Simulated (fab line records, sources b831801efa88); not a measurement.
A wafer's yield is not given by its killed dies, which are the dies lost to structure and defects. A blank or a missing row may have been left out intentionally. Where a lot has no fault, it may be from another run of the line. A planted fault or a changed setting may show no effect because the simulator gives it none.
Chamber matching -- flow sky130 -- 4 sister chambers for SKY_VIA2_CMP_02 on cmp-02
The step polishes SiO2. 16 wafers are shown with their chamber, then 8 later ones without.

WAFERS, EACH WITH ITS CHAMBER
wafer,chamber,motor-current-A (A)
L123.1,0,9.9
L123.2,2,10.5
L123.6,0,9.2
L125.1,2,10.9
L125.5,0,9.9
L125.6,1,10.8
L126.2,3,12.3
L126.3,2,10.3
L126.4,1,11.7
L129.3,3,12.7
L129.5,0,9.7
L129.6,3,12.6
L131.1,3,13.1
L131.3,2,10.6
L131.4,1,11.1
L132.2,2,10.9

SIGNATURES (means of the wafers above)
reading,chamber 0,chamber 1,chamber 2,chamber 3,scatter within a chamber
motor-current-A,9.675,11.200,10.640,12.675,0.335
Rule: distance of a wafer from a chamber = root of the sum over the readings of ((wafer's reading minus chamber's mean) / reading's scatter) squared. The wafer belongs to the nearest chamber; if the next one is less than 2 further off, it can't be placed. The scatter is the square root of a quotient: the sum, over the shown wafers, of each reading's squared deviation from its chamber's mean, divided by wafers minus chambers.

WAFERS MISSING THEIR CHAMBER
wafer,motor-current-A (A)
L132.4,10.8
L132.5,9.0
L140.2,12.9
L140.3,10.8
L140.5,10.9
L143.3,13.4
L143.4,11.1
L143.5,10.4

WHICH CHAMBER EACH WENT THROUGH
wafer,from the rows above,in truth
L132.4,can't be placed: 2 or 1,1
L132.5,0,0
L140.2,3,3
L140.3,can't be placed: 2 or 1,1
L140.5,can't be placed: 2 or 1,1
L143.3,3,3
L143.4,can't be placed: 1 or 2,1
L143.5,can't be placed: 2 or 0 or 1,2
Correct placement for 3 of the 8. From these rows, 5 cannot be placed; in 5 the true chamber is one of the candidates. Number placed wrongly: 0.
